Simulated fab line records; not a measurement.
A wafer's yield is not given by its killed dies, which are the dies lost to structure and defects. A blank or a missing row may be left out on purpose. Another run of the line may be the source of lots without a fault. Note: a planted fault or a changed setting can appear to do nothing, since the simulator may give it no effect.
fab line records	flow sky130
record lots=6	wafers=18	lastDay=50
route steps=708 shown LI_CONTACT@371 PAD_OPEN@708
lots with no fault: from the same line, run without faults
startH: start of the lot's first displayed wafer, in hours after the record's first day	waitH: hours elapsed since this lot's preceding step	" as in the row above	L1.1+2: a row that stands for several wafers	- value missing, or start not given	* or withheld: withheld	< > ~ a bound
route shown NAME@n: names a module that has steps shown in the file, with the first one's number in the route	usual: mean/standard deviation taken from wafers without a fault	same: alike in all rows	chamber/n: place in a boat	sites: per-site readings	_std_site: how widely they spread, as a standard deviation	_edge_site: mean of outer sites minus mean of inner sites	radiusMm: for every site, how far away it sits from the centre of the wafer	mask NAME#n: copy n	behind: the most recent tool/chamber to have shaped the wafer	hold: the reason the lot was held/the length of the hold in hours/how it ended	device: which transistor (n, p or np) failed to switch	end of line: the route-end tests of the same wafers	a step without rows: its recipe alone	killed: dies that structure and defects cost at the first sort, which is not the same as the wafer's yield	map: a wafer's dies, marking killed ones x, the rest . and places with no die _
set.NAME: the run value of the setting; set.NAME@STEP: its run value at that earlier step	model.NAME: the simulator's own value behind a step, which no gauge read
lots seen at some steps along the route; tables by step, rows by wafer
services: when a tool's chamber went out of use (startH, in hours from the record's first day, below 0 if earlier), for how many hours, and the reason
## steps
# step SKY_LI_CONTACT_EXPOSE_09
# recipe maskId=LICM1	na=0.8	sourceShape=annular	sigmaInner=0.55	sigmaOuter=0.85	targetCdNm=170	doseMj=38
# step SKY_LI_CONTACT_PEB_10
# recipe pebTempC=withheld	pebTimeS=withheld	resist=KrF-thick
# step SKY_LI_CONTACT_DEVELOP_11
# recipe developTimeS=60	resist=KrF-thick	devTempC=21
# step SKY_LI_CONTACT_CD_MEAS_12
# recipe targetCdNm=170
# usual cdNm=170.1/1.6
lot.wafer	tool	chamber	startH	waitH	cdNm
L236.2	cdSem-01	-	666.69	-	170.6
L236.3	"	-	"	"	171.3
L236.4	"	-	"	"	170.0
L246.1	cdSem-02	-	762.82	-	167.9
L246.3	"	-	"	"	167.8
L246.5	"	-	"	"	167.8
L250.1	cdSem-01	-	786.76	-	168.7
L250.3	"	-	"	"	170.1
L250.6	"	-	"	"	168.8
L251.2	cdSem-02	-	790.34	-	168.7
L251.4	"	-	"	"	169.9
L251.6	"	-	"	"	169.8
L257.3	cdSem-02	-	840.30	-	169.0
L257.5	"	-	"	"	169.8
L257.6	"	-	"	"	169.7
L258.1	cdSem-02	-	845.27	-	168.1
L258.5	"	-	"	"	167.6
L258.6	"	-	"	"	168.8
# step SKY_LI_CONTACT_OVL_MEAS_13
# usual LI_CONTACT_OVL=-1/5.3
lot.wafer	tool	chamber	startH	waitH	LI_CONTACT_OVL[nm]
L236.2	overlay-01	-	666.79	0.1	-6
L236.3	"	-	"	"	-12
L236.4	"	-	"	"	-8
L246.1	overlay-02	-	762.94	0.1	5
L246.3	"	-	"	"	3
L246.5	"	-	"	"	0
L250.1	overlay-01	-	786.88	0.1	5
L250.3	"	-	"	"	3
L250.6	"	-	"	"	6
L251.2	overlay-02	-	790.44	0.1	6
L251.4	"	-	"	"	-7
L251.6	"	-	"	"	4
L257.3	overlay-02	-	840.39	0.1	-5
L257.5	"	-	"	"	1
L257.6	"	-	"	"	0
L258.1	overlay-01	-	845.39	0.1	0
L258.5	"	-	"	"	3
L258.6	"	-	"	"	-9
# step SKY_LI_CONTACT_ETCH_14
# recipe chemistry=N2/H2	target=BARC	ionEnergyEv=200	sourceW=500	biasW=100	pressureMtorr=30	n2FlowSccm=100	h2FlowSccm=200	stopOn=SiO2	timeS=45.9	targetDepthA=600
# usual drypumpMotorCurrentA=5.8/0.44	oesProductAu=0.855/0.0046	rfFwdPowerW=494.5/2.6	throttleValvePct=13.226/0.0093
lot.wafer	tool	chamber	startH	waitH	drypumpMotorCurrentA	oesProductAu	rfFwdPowerW	rfHoursCounterH	throttleValvePct
L236.2	rieDiel-03	0	666.82	0.0	5.8	0.854	494.4	6	13.234
L236.3	"	2	"	"	6.4	0.851	496.0	7	13.224
L236.4	"	3	"	"	6.3	0.846	496.5	3	13.231
L246.1	rieDiel-03	3	762.97	0.0	6.4	0.857	492.3	5	13.226
L246.3	"	0	"	"	5.8	0.852	492.5	8	13.224
L246.5	"	2	"	"	6.4	0.861	497.0	-	13.222
L250.1	rieDiel-03	2	786.91	0.0	6.4	0.850	497.0	10	13.201
L250.3	"	1	"	"	5.8	0.855	491.6	0	13.223
L250.6	"	0	"	"	5.8	0.852	493.1	-	13.214
L251.2	rieDiel-04	2	790.47	0.0	5.7	0.852	497.0	12	13.227
L251.4	"	1	"	"	5.8	0.860	491.5	5	13.216
L251.6	"	0	"	"	6.1	0.850	490.0	-	13.234
L257.3	rieDiel-01	2	840.41	0.0	5.3	0.853	495.6	1	13.229
L257.5	"	1	"	"	5.9	0.853	498.9	-	13.216
L257.6	"	0	"	"	5.8	0.850	498.1	-	13.229
L258.1	rieDiel-01	0	845.43	0.0	5.8	0.855	496.9	10	13.225
L258.5	"	1	"	"	5.9	0.853	496.1	-	13.235
L258.6	"	2	"	"	5.3	0.853	495.6	-	13.232
# step SKY_LI_CONTACT_ETCH_15
# recipe target=PSG	chemistry=C4F8/O2/Ar	stopOn=Si	taperDeg=4.15	maskMaterial=KrF-thick	sourceW=1500	biasW=1200	pressureMtorr=40	c4f8FlowSccm=withheld	O2_flow_sccm=6	Ar_flow_sccm=300	timeS=withheld	targetDepthA=6000
# usual oesProductAu=0.836/0.0045	rfFwdPowerW=1492/5.6
lot.wafer	tool	chamber	startH	waitH	oesProductAu	rfFwdPowerW
L236.2	rieDiel-03	0	666.86	0.0	0.834	1487
L236.3	"	2	"	"	0.839	1500
L236.4	"	3	"	"	0.843	1495
L246.1	rieDiel-03	3	763.01	0.0	0.841	1493
L246.3	"	0	"	"	0.829	1497
L246.5	"	2	"	"	0.833	1482
L250.1	rieDiel-03	2	786.96	0.0	0.839	1496
L250.3	"	1	"	"	0.836	1481
L250.6	"	0	"	"	0.838	1489
L251.2	rieDiel-04	2	790.51	0.0	0.834	1485
L251.4	"	1	"	"	0.841	1492
L251.6	"	0	"	"	0.837	1483
L257.3	rieDiel-01	2	840.46	0.0	0.827	1488
L257.5	"	1	"	"	0.832	1497
L257.6	"	0	"	"	0.830	1499
L258.1	rieDiel-01	0	845.47	0.0	0.831	1499
L258.5	"	1	"	"	0.833	1490
L258.6	"	2	"	"	0.844	1492
# step SKY_LI_CONTACT_STRIP_16
# recipe chemistry=O2/N2	powerW=1400	pressureMtorr=1500	platenTempC=withheld	o2FlowSccm=3000	n2FlowSccm=300	overashFraction=0.5
# usual drypumpMotorCurrentA=5.7/0.49	oesProductAu=0.376/0.0048	stripTimeToEndpointS=3.51/0.031
lot.wafer	tool	chamber	startH	waitH	drypumpMotorCurrentA	oesProductAu	rfHoursCounterH	stripTimeToEndpointS
L236.2	plasmaAsher-03	1	666.95	-	5.9	0.372	82	3.54
L236.3	"	1	"	"	5.9	0.376	-	3.55
L236.4	"	0	"	"	6.0	0.372	-	3.56
L246.1	plasmaAsher-03	1	763.10	-	5.8	0.383	91	3.52
L246.3	"	1	"	"	5.8	0.378	-	3.51
L246.5	"	0	"	"	6.0	0.382	-	3.51
L250.1	plasmaAsher-02	0	787.04	-	5.2	0.382	4	3.53
L250.3	"	0	"	"	5.2	0.379	-	3.54
L250.6	"	0	"	"	5.2	0.378	-	3.55
L251.2	plasmaAsher-02	1	790.60	-	6.5	0.380	5	3.53
L251.4	"	1	"	"	6.5	0.378	-	3.48
L251.6	"	0	"	"	5.2	0.375	-	3.51
L257.3	plasmaAsher-04	1	840.58	-	5.6	0.380	-	3.55
L257.5	"	1	"	"	5.7	0.375	-	3.50
L257.6	"	0	"	"	5.0	0.375	-	3.51
L258.1	plasmaAsher-02	0	845.55	-	5.2	0.368	10	3.52
L258.5	"	1	"	"	6.5	0.382	-	3.50
L258.6	"	0	"	"	5.2	0.373	-	3.58
# step SKY_LI_CONTACT_CLEAN_17
# recipe chemistry=NMP	timeS=600	tempC=60	dry=n2Spin
# step SKY_LI_CONTACT_PRE_CLEAN_18
# recipe gas=Ar	timeS=5.6	biasV=358
# step SKY_LI_CONTACT_SPUTTER_19
# recipe material=Ti	targetThkNm=20	chamberPressurePa=5	powerW=2500	substrateTempC=200	timeS=106.37
# usual throttleValvePct=29.9/1.1
lot.wafer	tool	chamber	startH	waitH	throttleValvePct
L236.2	pvdSputter-01	-	667.24	0.0	30.3
L236.3	"	-	"	"	28.5
L236.4	"	-	"	"	30.8
L246.1	pvdSputter-04	-	763.41	0.0	27.2
L246.3	"	-	"	"	29.8
L246.5	"	-	"	"	31.1
L250.1	pvdSputter-02	-	787.34	0.0	29.4
L250.3	"	-	"	"	30.1
L250.6	"	-	"	"	30.9
L251.2	pvdSputter-02	-	790.89	0.0	29.8
L251.4	"	-	"	"	29.3
L251.6	"	-	"	"	29.9
L257.3	pvdSputter-02	-	840.84	0.0	29.7
L257.5	"	-	"	"	31.2
L257.6	"	-	"	"	29.5
L258.1	pvdSputter-02	-	845.87	0.0	29.7
L258.5	"	-	"	"	29.6
L258.6	"	-	"	"	31.1
# step SKY_LI_CONTACT_SPUTTER_20
# recipe material=TiN	targetThkNm=20	chamberPressurePa=5	powerW=4000	timeS=80
# usual throttleValvePct=29.9/1.1
lot.wafer	tool	chamber	startH	waitH	throttleValvePct
L236.2	pvdSputter-01	-	667.32	0.0	29.9
L236.3	"	-	"	"	28.9
L236.4	"	-	"	"	30.6
L246.1	pvdSputter-04	-	763.49	0.0	27.4
L246.3	"	-	"	"	29.4
L246.5	"	-	"	"	30.9
L250.1	pvdSputter-02	-	787.41	0.0	29.6
L250.3	"	-	"	"	30.0
L250.6	"	-	"	"	31.4
L251.2	pvdSputter-02	-	790.97	0.0	29.7
L251.4	"	-	"	"	29.5
L251.6	"	-	"	"	30.0
L257.3	pvdSputter-02	-	840.91	0.0	29.4
L257.5	"	-	"	"	31.0
L257.6	"	-	"	"	29.3
L258.1	pvdSputter-02	-	845.94	0.0	29.8
L258.5	"	-	"	"	29.4
L258.6	"	-	"	"	31.1
# step SKY_LI_CONTACT_CVD_21
# recipe material=W	targetThkNm=400	timeS=120.56	tempC=400	pressureTorr=40
# usual chamberPressureTorr=40.00/0.094	heaterPowerW=806/85
lot.wafer	tool	chamber	startH	waitH	chamberPressureTorr	heaterPowerW	model.W_of_LI_CONTACT_CVD_21.thkNm
L236.2	cvdW-01	0	667.38	0.0	39.78	946	402.4
L236.3	"	0	"	"	39.97	925	402.7
L236.4	"	1	"	"	40.05	688	406.3
L246.1	cvdW-02	1	763.55	0.0	39.82	832	402.3
L246.3	"	0	"	"	39.74	741	393.5
L246.5	"	1	"	"	39.93	811	399.9
L250.1	cvdW-02	0	787.47	0.0	46.32	746	433.1
L250.3	"	0	"	"	46.37	778	432.3
L250.6	"	0	"	"	46.21	764	431.3
L251.2	cvdW-02	0	791.03	0.0	46.36	768	429.8
L251.4	"	0	"	"	46.33	776	425.6
L251.6	"	1	"	"	40.11	806	405.5
L257.3	cvdW-01	0	841.02	0.1	39.99	955	407.9
L257.5	"	0	"	"	39.99	942	406.7
L257.6	"	1	"	"	40.03	711	410.6
L258.1	cvdW-01	1	846.00	0.0	39.91	729	408.3
L258.5	"	1	"	"	39.94	723	408.8
L258.6	"	0	"	"	40.03	926	402.9
# step SKY_LI_CONTACT_RS_MEAS_22
# recipe thkMeasGauge=four-point-probe	reads=W_of_LI_CONTACT_CVD_21+TiN_of_LI_CONTACT_SPUTTER_20+Ti_of_LI_CONTACT_SPUTTER_19
# usual LI_CONTACT_W_RS=0.281/0.0035
lot.wafer	tool	chamber	startH	waitH	LI_CONTACT_W_RS[ohm/sq]
L236.2	filmMetro-01	-	667.53	0.1	0.283
L236.3	"	-	"	"	0.282
L236.4	"	-	"	"	0.280
L246.1	filmMetro-04	-	763.67	0.1	0.283
L246.3	"	-	"	"	0.289
L246.5	"	-	"	"	0.284
L250.1	filmMetro-02	-	787.60	0.1	0.262
L250.3	"	-	"	"	0.263
L250.6	"	-	"	"	0.264
L251.2	filmMetro-01	-	791.18	0.1	0.265
L251.4	"	-	"	"	0.268
L251.6	"	-	"	"	0.281
L257.3	filmMetro-04	-	841.14	0.1	0.278
L257.5	"	-	"	"	0.279
L257.6	"	-	"	"	0.277
L258.1	filmMetro-02	-	846.13	0.1	0.279
L258.5	"	-	"	"	0.278
L258.6	"	-	"	"	0.282
# step SKY_LI_CONTACT_THK_MEAS_23
# recipe thkMeasGauge=xrf	reads=W_of_LI_CONTACT_CVD_21
# usual LI_CONTACT_W_THK=407/8
lot.wafer	tool	chamber	startH	waitH	LI_CONTACT_W_THK[nm]
L236.2	filmMetro-01	-	667.64	0.1	408
L236.3	"	-	"	"	409
L236.4	"	-	"	"	412
L246.1	filmMetro-04	-	763.79	0.1	406
L246.3	"	-	"	"	398
L246.5	"	-	"	"	406
L250.1	filmMetro-02	-	787.72	0.1	420
L250.3	"	-	"	"	419
L250.6	"	-	"	"	418
L251.2	filmMetro-01	-	791.29	0.1	441
L251.4	"	-	"	"	436
L251.6	"	-	"	"	414
L257.3	filmMetro-04	-	841.24	0.1	407
L257.5	"	-	"	"	408
L257.6	"	-	"	"	409
L258.1	filmMetro-02	-	846.25	0.1	405
L258.5	"	-	"	"	407
L258.6	"	-	"	"	401
# step SKY_PAD_OPEN_PROBE_99
# usual killed_at_M0_to_M3=44/6.6	killed_at_M4_up=3.0/2	killedAtContacts=24/5.1	killedAtFrontEnd=15/4.1	killedAtOther=0.4/0.62	killedDies=86/9.3	killedOpen=46/6.8	killedShort=40/5.8
# same grossDies=492	killedAtBackSide=0
lot.wafer	tool	chamber	startH	waitH	killed_at_M0_to_M3	killed_at_M4_up	killedAtContacts	killedAtFrontEnd	killedAtOther	killedDies	killedOpen	killedShort
L236.2	prober-01	-	1071.38	0.1	37	5	18	14	2	76	36	40
L236.3	prober-01	-	1071.43	0.2	40	3	31	12	0	86	50	36
L236.4	prober-01	-	1071.48	0.2	45	5	20	13	1	84	40	44
L246.1	prober-01	-	1140.07	0.1	49	6	26	22	1	104	53	51
L246.3	prober-01	-	1140.17	0.2	44	2	17	17	2	82	47	33
L246.5	prober-01	-	1140.27	0.2	53	4	26	14	0	97	49	48
L250.1	prober-02	-	1154.64	0.1	38	5	24	15	0	82	47	35
L250.3	prober-02	-	1154.74	0.2	47	4	19	16	2	88	50	38
L250.6	prober-02	-	1154.89	0.2	33	3	19	14	1	70	40	30
L251.2	prober-01	-	1159.92	0.1	42	8	22	9	0	81	36	45
L251.4	prober-01	-	1160.02	0.2	36	1	17	18	0	72	42	30
L251.6	prober-01	-	1160.12	0.2	33	4	35	10	0	82	42	40
L257.3	prober-02	-	1188.11	0.2	42	3	26	5	0	76	41	35
L257.5	prober-02	-	1188.21	0.2	33	2	23	19	0	77	40	37
L257.6	prober-02	-	1188.26	0.2	46	6	24	13	0	89	46	43
L258.1	prober-01	-	1191.75	0.1	47	2	29	14	1	93	52	41
L258.5	prober-01	-	1191.95	0.2	48	0	28	9	0	85	47	38
L258.6	prober-01	-	1192.00	0.2	48	7	25	20	0	100	63	36
# killed by level:class
L236.2 METAL2:geometricParticle:short=11 FIELD_ISO:geometricParticle:short=7 LI_CONTACT:geometricParticle:open=7 VIA1:geometricParticle:open=6 VIA2:geometricParticle:open=6 FIELD_ISO:geometricParticle:open=5 CONTACT:geometricParticle:short=5 VIA3:geometricParticle:open=4
L236.3 VIA1:geometricParticle:open=11 LI_CONTACT:geometricParticle:open=9 CONTACT:geometricParticle:open=8 METAL2:geometricParticle:short=7 VIA2:geometricParticle:open=6 POLY_GATE:geometricParticle:open=5 CONTACT:geometricParticle:short=5 LI_CONTACT:geometricParticle:short=4
L236.4 METAL2:geometricParticle:short=9 CONTACT:geometricParticle:open=8 VIA1:geometricParticle:open=8 METAL1:geometricParticle:short=6 FIELD_ISO:geometricParticle:open=5 VIA2:geometricParticle:open=5 VIA3:geometricParticle:open=5 LOCAL_INTERCONNECT:geometricParticle:short=4
L246.1 VIA1:geometricParticle:open=14 POLY_GATE:geometricParticle:short=9 CONTACT:geometricParticle:open=8 LI_CONTACT:geometricParticle:open=8 VIA1:geometricParticle:short=7 METAL1:geometricParticle:short=6 VIA2:geometricParticle:open=6 LI_CONTACT:geometricParticle:short=5
L246.3 VIA1:geometricParticle:open=15 VIA3:geometricParticle:open=7 POLY_GATE:geometricParticle:short=6 CONTACT:geometricParticle:short=6 VIA1:geometricParticle:short=6 POLY_GATE:geometricParticle:open=5 LI_CONTACT:geometricParticle:open=5 VIA2:geometricParticle:open=5
L246.5 VIA1:geometricParticle:open=14 LI_CONTACT:geometricParticle:open=11 METAL1:geometricParticle:short=8 METAL2:geometricParticle:short=7 POLY_GATE:geometricParticle:short=6 VIA2:geometricParticle:open=5 CONTACT:geometricParticle:open=5 VIA1:geometricParticle:short=5
L250.1 VIA1:geometricParticle:open=12 CONTACT:geometricParticle:open=8 LI_CONTACT:geometricParticle:open=7 VIA3:geometricParticle:open=5 METAL4:geometricParticle:short=5 METAL2:geometricParticle:short=5 FIELD_ISO:geometricParticle:open=4 POLY_GATE:geometricParticle:short=4
L250.3 VIA1:geometricParticle:open=12 CONTACT:geometricParticle:open=10 VIA1:geometricParticle:short=8 VIA2:geometricParticle:open=6 FIELD_ISO:geometricParticle:open=4 VIA3:geometricParticle:short=4 METAL1:geometricParticle:short=4 METAL2:geometricParticle:short=4
L250.6 VIA1:geometricParticle:open=11 LI_CONTACT:geometricParticle:open=8 CONTACT:geometricParticle:open=5 VIA2:geometricParticle:short=5 FIELD_ISO:geometricParticle:short=4 FIELD_ISO:geometricParticle:open=4 METAL2:geometricParticle:short=4 POLY_GATE:geometricParticle:short=3
L251.2 VIA1:geometricParticle:open=8 VIA2:geometricParticle:open=8 METAL4:geometricParticle:short=7 CONTACT:geometricParticle:short=6 LI_CONTACT:geometricParticle:open=5 METAL1:geometricParticle:short=5 VIA3:geometricParticle:short=5 LI_CONTACT:geometricParticle:short=4
L251.4 FIELD_ISO:geometricParticle:open=8 VIA2:geometricParticle:open=8 CONTACT:geometricParticle:open=7 VIA3:geometricParticle:open=6 POLY_GATE:geometricParticle:short=5 VIA1:geometricParticle:short=4 VIA1:geometricParticle:open=4 VIA3:geometricParticle:short=4
L251.6 CONTACT:geometricParticle:short=11 CONTACT:geometricParticle:open=10 VIA2:geometricParticle:open=7 VIA3:geometricParticle:open=7 LI_CONTACT:geometricParticle:short=5 LI_CONTACT:geometricParticle:open=5 VIA1:geometricParticle:open=5 LOCAL_INTERCONNECT:geometricParticle:short=4
L257.3 LI_CONTACT:geometricParticle:open=9 CONTACT:geometricParticle:short=9 METAL2:geometricParticle:short=8 VIA1:geometricParticle:open=7 VIA2:geometricParticle:open=7 CONTACT:geometricParticle:open=6 VIA3:geometricParticle:open=6 METAL3:geometricParticle:short=4
L257.5 CONTACT:geometricParticle:open=12 POLY_GATE:geometricParticle:short=9 VIA1:geometricParticle:open=9 VIA2:geometricParticle:open=7 METAL1:geometricParticle:short=6 FIELD_ISO:geometricParticle:open=5 CONTACT:geometricParticle:short=5 LI_CONTACT:geometricParticle:short=4
L257.6 VIA1:geometricParticle:open=13 CONTACT:geometricParticle:open=7 LI_CONTACT:geometricParticle:open=7 METAL4:geometricParticle:short=6 FIELD_ISO:geometricParticle:short=5 METAL1:geometricParticle:short=5 VIA2:geometricParticle:open=5 LOCAL_INTERCONNECT:geometricParticle:short=4
L258.1 CONTACT:geometricParticle:open=13 VIA1:geometricParticle:open=9 VIA2:geometricParticle:open=9 CONTACT:geometricParticle:short=6 VIA3:geometricParticle:short=6 LI_CONTACT:geometricParticle:open=5 METAL1:geometricParticle:short=5 METAL2:geometricParticle:short=5
L258.5 VIA3:geometricParticle:open=11 LI_CONTACT:geometricParticle:short=7 VIA1:geometricParticle:open=7 VIA1:geometricParticle:short=6 LI_CONTACT:geometricParticle:open=6 CONTACT:geometricParticle:open=6 VIA2:geometricParticle:open=6 POLY_GATE:geometricParticle:open=4
L258.6 VIA1:geometricParticle:open=15 CONTACT:geometricParticle:open=10 VIA2:geometricParticle:open=9 VIA3:geometricParticle:open=8 POLY_GATE:geometricParticle:open=7 LI_CONTACT:geometricParticle:open=6 CONTACT:geometricParticle:short=6 POLY_GATE:geometricParticle:short=4
## services
tool	chamber	startH	hours	kind
pvdSputter-04	-	649.23	1.1	repair
plasmaAsher-02	-	654.79	5.7	repair
pvdSputter-02	-	655.62	3.2	repair
pvdSputter-02	-	668.95	0.9	repair
rieDiel-01	1	677.84	6.3	repair
plasmaAsher-03	-	686.08	12.7	repair
cvdW-02	-	688.78	1.2	repair
rieDiel-04	-	697.08	0.4	repair
rieDiel-04	-	719.00	2.5	repair
rieDiel-04	0	733.10	4.0	repair
plasmaAsher-02	-	733.75	9.0	pm
plasmaAsher-02	-	737.95	3.9	repair
plasmaAsher-02	-	741.57	0.5	repair
cvdW-02	1	742.08	6.8	repair
cvdW-01	-	753.35	6.0	pm
rieDiel-01	0	754.81	5.5	repair
rieDiel-01	2	769.16	7.5	repair
rieDiel-03	3	784.35	4.3	repair
cvdW-01	-	795.52	3.8	pm
rieDiel-01	1	797.64	8.1	repair
rieDiel-03	3	822.77	11.0	repair
rieDiel-01	-	824.12	0.4	repair
plasmaAsher-02	-	833.90	2.6	repair
rieDiel-03	0	836.64	2.2	repair
## key
firstSign step=SKY_LI_CONTACT_CVD_21	reading=chamberPressureTorr	direction=up	sigmas=67	usual=40.00	struck=46.32
effect step=SKY_LI_CONTACT_RS_MEAS_22	reading=LI_CONTACT_W_RS	direction=down	sigmas=4.8	usual=0.281	struck=0.264
effect step=SKY_LI_CONTACT_THK_MEAS_23	reading=LI_CONTACT_W_THK	direction=up	sigmas=2.4	usual=407	struck=427
modelEffect step=SKY_LI_CONTACT_CVD_21	value=W_of_LI_CONTACT_CVD_21.thkNm	without=400	struck=430.4
metAt SKY_LI_CONTACT_CVD_21
struckWafers L250.1,L250.3,L250.6,L251.2,L251.4
testerLeftOut L250,L251
onsetBetween 763.55 787.47
fault kind=processParameterDrift	tool=cvdW-02	chamber=0	onsetH=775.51	steps=SKY_LI_CONTACT_CVD_21	channel=pressureTorr	offset=6.3539	shape=step	endH=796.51	actsIn=theseRecipesOnly	stated=40
# testerLeftOut: of these lots the tester's yield and bins aren't shown, on N5 and GAA mostly nor the transistor test; their killed dies are dies lost to structure and defects alone, not to doping, threshold or leakage, so they don't give the yield
